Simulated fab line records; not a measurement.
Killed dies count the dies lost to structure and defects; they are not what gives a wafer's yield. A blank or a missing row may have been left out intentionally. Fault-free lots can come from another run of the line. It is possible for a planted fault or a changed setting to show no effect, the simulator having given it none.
Chamber matching -- flow sky130 -- SKY_CONTACT_CMP_27 on cmp-01: 4 sister chambers
The step polishes, stops on SiO2, t overpolish 15 s, target thk 0 nm. 14 wafers are shown with their chamber, then 7 later ones without.

EACH WAFER AND ITS CHAMBER
wafer,chamber,motor current A (A),head pressure psi (psi),time to endpoint s (s)
L911.1,2,11.1,3.500,84
L911.4,3,10.5,3.482,87
L911.6,0,8.9,3.488,87
L912.1,0,9.0,3.508,84
L912.2,2,10.9,3.493,83
L912.6,0,9.4,3.509,82
L917.2,1,10.1,3.504,87
L917.3,3,10.5,3.492,83
L917.6,2,11.1,3.505,84
L919.3,3,10.8,3.496,81
L919.5,1,10.7,3.499,86
L919.6,2,11.1,3.496,83
L927.1,2,11.2,3.506,80
L927.5,0,9.4,3.508,80

SIGNATURES, as means of the wafers listed above
reading,chamber 0,chamber 1,chamber 2,chamber 3,scatter within a chamber
motor current A,9.175,10.400,11.080,10.600,0.223
head pressure psi,3.50325,3.50150,3.50000,3.49000,0.00744
time to endpoint s,83.25,86.50,82.80,83.67,2.38
Rule: for a wafer and a chamber, the distance is found by dividing, reading by reading, the gap between the wafer's reading and the chamber's mean by the reading's scatter, squaring, summing and taking the root. If the next closest chamber is less than 2 further off than the closest, the wafer can't be placed; otherwise it belongs to the closest. The scatter is the square root of a quotient: the sum, over the shown wafers, of each reading's squared deviation from its chamber's mean, divided by wafers minus chambers.

WAFERS WITHOUT THEIR CHAMBER
wafer,motor current A (A),head pressure psi (psi),time to endpoint s (s)
L927.6,11.0,3.507,76
L930.2,11.1,3.500,80
L930.4,9.1,3.495,81
L930.6,11.5,3.497,82
L933.2,10.4,3.500,83
L933.3,11.7,3.499,83
L933.5,10.3,3.502,83

EACH ONE'S CHAMBER
wafer,from the rows above,in truth
L927.6,can't be placed: 2 or 3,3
L930.2,can't be placed: 2 or 3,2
L930.4,0,0
L930.6,2,2
L933.2,can't be placed: 1 or 3 or 2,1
L933.3,2,2
L933.5,can't be placed: 1 or 3 or 2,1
Correct placement for 3 of the 7. Not placeable from these rows: 4 (in 4, the candidates include the true chamber). 0 placed wrongly.
